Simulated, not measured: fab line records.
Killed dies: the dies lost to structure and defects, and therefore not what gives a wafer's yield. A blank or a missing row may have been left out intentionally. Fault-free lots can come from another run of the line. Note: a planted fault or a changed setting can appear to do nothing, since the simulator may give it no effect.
The same fault as seen by 2 desks -- flow gf180mcu -- numbers are kept per desk, each desk with only its own; the story behind them comes last

## AT THE METROLOGY DESK
Means of the sampled wafers that have a number, per lot and without regard to the tool the lot ran on: this is what the gauges read. Marked OUT: a lot whose mean sits more than 4 standard deviations from the usual mean, which makes it out of limits; the brackets give that distance.
Columns: A = M4_ALCU_RS at GF_M4_RS_MEAS_05, usual 0.0694 ohm/sq
lot,first seen here,A
L377,day 22 08:20,0.0695
L378,day 22 16:18,0.0689
L379,day 22 22:07,0.0692
L380,day 23 13:06,0.0695
L381,day 23 18:50,0.0696
L383,day 24 15:12,0.0699
L389,day 26 09:31,0.0694
L390,day 27 03:36,0.0701
L394,day 28 01:55,0.0696
L397,day 29 03:30,0.0702
L400,day 29 16:42,0.0694
This desk's finding: nothing out of limits on any of the 11 lots.

## FOR THE TOOL OWNER'S DESK: rieDiel-02
The tool's own readings at GF_V4_ETCH_16 (etches BARC in N2/H2): means of the sampled wafers that have a number, for each lot that ran on this tool. Marked OUT: a lot whose mean sits more than 4 standard deviations from the usual mean, which makes it out of limits; the brackets give that distance.
Columns: A = chamberPressureMTorr at GF_V4_ETCH_16, usual 30.00 mTorr; B = drypumpMotorCurrentA at GF_V4_ETCH_16, usual 5.82 A; C = oesProductAu at GF_V4_ETCH_16, usual 0.855 a.u.; D = rfFwdPowerW at GF_V4_ETCH_16, usual 494.9 W; E = throttleValvePct at GF_V4_ETCH_16, usual 13.224 %
lot,first seen here,A,B,C,D,E
L380,day 25 11:15,29.98,5.96,0.855,494.4,13.229
L389,day 28 04:16,28.01 (-64) OUT,5.84,0.855,494.6,13.221
L390,day 28 19:58,25.98 (-99 or more) OUT,5.92,0.853,498.0,13.224
This desk's finding: out of limits on L389, L390; first on L389, day 28 04:16 (chamberPressureMTorr at GF_V4_ETCH_16). L380 stayed within limits.

## ALL TOGETHER
At day 28 04:16, on L389, L390, the tool owner's desk was in a position to raise an alarm.
The metrology desk saw nothing out of limits.
The metrology desk holds a record of L389, L390, inside its limits.
The lots listed all ran GF_V4_ETCH_16 on rieDiel-02.

## WHAT THE SIMULATOR HAD PUT IN
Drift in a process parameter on rieDiel-02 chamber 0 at GF_V4_ETCH_16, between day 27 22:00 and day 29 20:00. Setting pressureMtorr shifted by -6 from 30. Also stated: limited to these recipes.
Struck lots among those shown: L389, L390.
Each desk's first reading out of limits, in hours after the fault started: the tool owner's desk, 6.
